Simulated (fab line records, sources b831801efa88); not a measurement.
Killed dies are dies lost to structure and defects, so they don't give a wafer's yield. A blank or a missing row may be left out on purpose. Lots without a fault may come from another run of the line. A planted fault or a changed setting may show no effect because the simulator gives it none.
Chamber matching | flow gf180mcu | GF_PASSIVATION_ETCH_11 on rie_diel-04: 4 sister chambers
The step etches the open film in CF4/O2, stops on TiN, target depth 2040 nm, time 453.3 s. 22 wafers are shown with their chamber, then 11 later ones without.

WAFERS WITH THEIR CHAMBER
wafer  | chamber | drypump_motor_current_A (A) | oes_product_au (a.u.) | throttle_valve_pct (%)
L074.1 | 2       | 6.5                         | 0.985                 | 5.968
L074.2 | 1       | 5.6                         | 0.984                 | 5.970
L074.3 | 0       | 6.0                         | 0.992                 | 5.972
L074.4 | 2       | 6.5                         | 0.995                 | 5.962
L074.5 | 1       | 5.6                         | 0.986                 | 5.972
L074.6 | 0       | 6.0                         | 0.995                 | 5.970
L077.1 | 1       | 5.6                         | 0.990                 | 5.969
L077.3 | 2       | 6.5                         | 0.991                 | 5.968
L077.4 | 3       | 6.3                         | 0.987                 | 5.959
L078.3 | 1       | 5.6                         | 0.993                 | 5.968
L078.4 | 0       | 6.0                         | 0.986                 | 5.968
L078.5 | 2       | 6.5                         | 0.982                 | 5.963
L085.1 | 3       | 6.3                         | 1.000                 | 5.976
L085.3 | 0       | 6.1                         | 0.994                 | 5.957
L085.6 | 1       | 5.6                         | 0.996                 | 5.965
L086.1 | 1       | 5.6                         | 0.987                 | 5.987
L086.2 | 0       | 6.0                         | 0.991                 | 5.961
L086.3 | 3       | 6.3                         | 0.993                 | 5.984
L087.1 | 1       | 5.7                         | 0.983                 | 5.972
L087.2 | 3       | 6.3                         | 0.992                 | 5.959
L087.3 | 0       | 6.0                         | 0.993                 | 5.986
L087.4 | 2       | 6.6                         | 0.984                 | 5.973

SIGNATURES (means of the wafers above)
reading                 | chamber 0 | chamber 1 | chamber 2 | chamber 3 | scatter within a chamber
drypump_motor_current_A | 6.017     | 5.614     | 6.520     | 6.300     | 0.0372
oes_product_au          | 0.99183   | 0.98843   | 0.98740   | 0.99300   | 0.00467
throttle_valve_pct      | 5.96900   | 5.97186   | 5.96680   | 5.96950   | 0.0087
Rule: a wafer's distance from a chamber is the root of the sum, over the readings, of the square of ((its reading less the chamber's mean) divided by the reading's scatter). The wafer belongs to the nearest chamber; if the next one is less than 2 further off, it can't be placed. The scatter: the root of (the sum of the squares of (reading less its chamber's mean) over the shown wafers, divided by (wafers less chambers)).

WAFERS WITHOUT THEIR CHAMBER
wafer  | drypump_motor_current_A (A) | oes_product_au (a.u.) | throttle_valve_pct (%)
L087.5 | 6.6                         | 0.993                 | 5.974
L087.6 | 6.3                         | 0.996                 | 5.975
L089.2 | 6.0                         | 0.992                 | 5.983
L089.4 | 6.0                         | 0.992                 | 5.985
L089.5 | 5.6                         | 0.999                 | 5.966
L091.1 | 6.3                         | 0.991                 | 5.972
L091.2 | 6.1                         | 0.991                 | 5.973
L091.3 | 6.5                         | 0.984                 | 5.975
L097.3 | 6.0                         | 1.000                 | 5.963
L097.4 | 6.3                         | 0.999                 | 5.978
L097.6 | 6.5                         | 0.980                 | 5.986

WHICH CHAMBER EACH WENT THROUGH
wafer  | from the rows above | in truth
L087.5 | 2                   | 2
L087.6 | 3                   | 3
L089.2 | 0                   | 0
L089.4 | 0                   | 0
L089.5 | 1                   | 1
L091.1 | 3                   | 3
L091.2 | 0                   | 0
L091.3 | 2                   | 2
L097.3 | 0                   | 0
L097.4 | 3                   | 3
L097.6 | 2                   | 2
Placed correctly: 11 of 11. Can't be placed from these rows: 0. Placed wrongly: 0.
